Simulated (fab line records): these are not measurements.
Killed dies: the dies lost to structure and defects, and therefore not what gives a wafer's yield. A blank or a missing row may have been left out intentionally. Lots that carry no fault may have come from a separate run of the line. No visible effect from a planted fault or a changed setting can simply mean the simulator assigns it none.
A struck lot beside a sound one -- flow sky130 -- 16 steps out of a route of 708
Sound: these wafers, L620.2, L620.3, L620.6. Struck: wafer L629.2 (L629.3, L629.6, from the same lot, were not struck and are left out); the cause is given at the end.
For every step that has rows: the tool of each side, followed by ch and its chambers, followed by its first start. Under that, the readings that differ: sound wafers -- struck wafers -- difference of the means -- sigmas: that difference in standard deviations of wafers without a fault.
alike: words and numbers the same on both sides, and readings whose means are apart by under 2 such deviations; not compared: readings that were withheld, readings missing a value for some wafer, numbers with overlapping values and no deviation given by the record, and bounds like >300 which may hide the same value.
A row with sigmas, a row that says differs or no value, or rows on one side alone: a step with any of these is where the two part. Numbers that have no deviation but don't overlap get no sigmas and don't part them. Lack of a reading on every wafer of one side parts them only where that side has two or more wafers.

first, 7 steps without rows for these wafers: SKY_METAL4_HMDS_06 (prime time 60 s); SKY_METAL4_COAT_07 (resist thk 60 nm); SKY_METAL4_COAT_08 (resist thk 1140 nm); SKY_METAL4_SOFTBAKE_09 (time 90 s); SKY_METAL4_EXPOSE_10 (exposes mask MM4, target cd 300 nm); SKY_METAL4_PEB_11; SKY_METAL4_DEVELOP_12 (develop time 60 s).
SKY_METAL4_CD_MEAS_13: the cd target is 300 nm.
  struck on cd sem-02, day 45 18:52; sound on cd sem-02, day 43 05:46
reading,sound,struck,difference,sigmas
cd nm (nm),298.7 298.9 300.2,303.0,+3.7,+3
SKY_METAL4_OVL_MEAS_14:
  struck on overlay-02, day 45 18:59; sound on overlay-02, day 43 05:53
  alike: METAL4_OVL
SKY_METAL4_DESCUM_15: chemistry O2, time 8 s.
  sound on rie metal-01 ch 0, day 43 05:55; struck on rie metal-01 ch 0, day 45 19:01
  alike: drypump motor current A, oes product au
  not compared: rf hours counter h
SKY_METAL4_ETCH_16: etches BARC in N2/H2, stops on SiO2, time 88.2 s, target depth 60 nm.
  sound on rie metal-01 ch 0, day 43 05:56; struck on rie metal-01 ch 0, day 45 19:02
  alike: drypump motor current A, oes product au, throttle valve pct
  not compared: rf hours counter h
SKY_METAL4_ETCH_17: etches SiO2 in C4F8/O2/Ar, stops on TiN, time 3.9 s, target depth 15 nm.
  sound on rie diel-01 ch 0,2, day 43 06:02; struck on rie diel-04 ch 0, day 45 19:08
  alike: oes product au
  not compared: rf hours counter h
SKY_METAL4_METAL_ETCH_18: etches the open film in Cl2/BCl3, stops on SiO2, target depth 845 nm, time 183.1 s.
  sound on rie metal-04 ch 0,1, day 43 06:04; struck on rie metal-04 ch 1, day 45 19:10
reading,sound,struck,difference,sigmas
model.KrF-thick_of_METAL4_COAT_08.thk nm (nm),520.4 526.6 518.4,601,+79,
model.METAL4.cd nm (nm),293.5 301 296.7,309.3,+12.2,
model.SiO2_of_VIA3_HDPCVD_00.thk nm (nm),437 436.9 436.9,439,+2,
  alike: bcl3 flow sccm, drypump motor current A, oes product au, throttle valve pct
  not compared: rf hours counter h
SKY_METAL4_STRIP_19: strips in O2/N2.
  sound on plasma asher-03 ch 0,1, day 43 06:14; struck on plasma asher-03 ch 0, day 45 19:20
reading,sound,struck,difference,sigmas
oes product au (a.u.),0.500 0.495 0.494,0.540,+0.044,+8
strip time to endpoint s (s),6.47 6.53 6.44,7.27,+0.79,+11
  alike: drypump motor current A
  not compared: rf hours counter h
then, 1 step without rows for these wafers: SKY_METAL4_STRIP_20 (strips in post etch residue remover, time 1200 s).
-- the record jumps here: 4 days lie between the struck wafers' starts before and after (it left off in module METAL4 and takes up again in module PAD_OPEN, whose first step shown is number 708 of the route) --
SKY_PAD_OPEN_PROBE_99:
  struck on prober-01, day 49 07:30; sound on prober-02, day 47 02:37
reading,sound,struck,difference,sigmas
killed open,51 51 65,37,-19,-3
model.etest.met4.width nm (nm),294.2 301.9 296.2,307.1,+9.7,
model.etest.met4.line ohm um,0.1464 0.1426 0.1436,0.1416,-0.0026,
  alike: defect limited yield, killed_at_M0_to_M3, killed_at_M4_up, killed at contacts, killed at front end, killed at other, killed dies, killed short, sort_bin_3_pad_short, sort_bin_5_function, sort_bin_6_memory, sort n pass, sort yield pct

## WHERE THEY PART
At SKY_METAL4_CD_MEAS_13 first; at SKY_PAD_OPEN_PROBE_99 last (within this record only).

WHY: what the simulator had put in
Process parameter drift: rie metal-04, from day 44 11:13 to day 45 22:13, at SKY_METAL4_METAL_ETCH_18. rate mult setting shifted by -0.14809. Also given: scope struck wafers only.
